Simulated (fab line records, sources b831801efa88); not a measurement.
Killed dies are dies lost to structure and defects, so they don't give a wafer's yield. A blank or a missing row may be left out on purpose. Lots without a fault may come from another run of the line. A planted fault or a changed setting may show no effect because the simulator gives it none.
Chamber matching | flow sky130 | SKY_VIA3_CMP_24 on cmp-01: 4 sister chambers
The step polishes, stops on SiO2, t overpolish 20 s, target thk 0 nm. 4 wafers are shown with their chamber, then 11 later ones without.

WAFERS WITH THEIR CHAMBER
wafer  | chamber | motor_current_A (A)
L077.6 | 0       | 14.4
L083.2 | 2       | 11.4
L083.3 | 3       | 9.6
L084.2 | 1       | 11.1

WAFERS WITHOUT THEIR CHAMBER
wafer  | motor_current_A (A)
L084.4 | 11.4
L084.5 | 10.9
L087.1 | 13.9
L087.3 | 10.2
L087.5 | 10.5
L091.1 | 14.0
L091.4 | 11.2
L091.5 | 11.6
L096.1 | 10.5
L096.2 | 11.3
L096.5 | 10.0

WHICH CHAMBER EACH WENT THROUGH
wafer  | from the rows above          | in truth
L084.4 | can't be placed: 2 or 1      | 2
L084.5 | can't be placed: 1 or 2      | 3
L087.1 | 0                            | 0
L087.3 | can't be placed: 3 or 1 or 2 | 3
L087.5 | can't be placed: 1 or 2 or 3 | 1
L091.1 | 0                            | 0
L091.4 | can't be placed: 1 or 2      | 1
L091.5 | can't be placed: 2 or 1      | 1
L096.1 | can't be placed: 1 or 2 or 3 | 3
L096.2 | can't be placed: 2 or 1      | 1
L096.5 | can't be placed: 3 or 1      | 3
Placed correctly: 2 of 11. Can't be placed from these rows: 9 (the true chamber is among the candidates in 8). Placed wrongly: 0.
How it was worked out, from the rows above alone: a wafer's distance from a chamber is the root of the sum, over the readings, of the square of ((its reading less the chamber's mean) divided by the reading's scatter). The wafer belongs to the nearest chamber; if the next one is less than 2 further off, it can't be placed. A chamber's mean is the mean of its shown wafers. The scatter: with one shown wafer a chamber, the root of the mean of the squares of how far each hidden wafer lies from its nearest shown one.
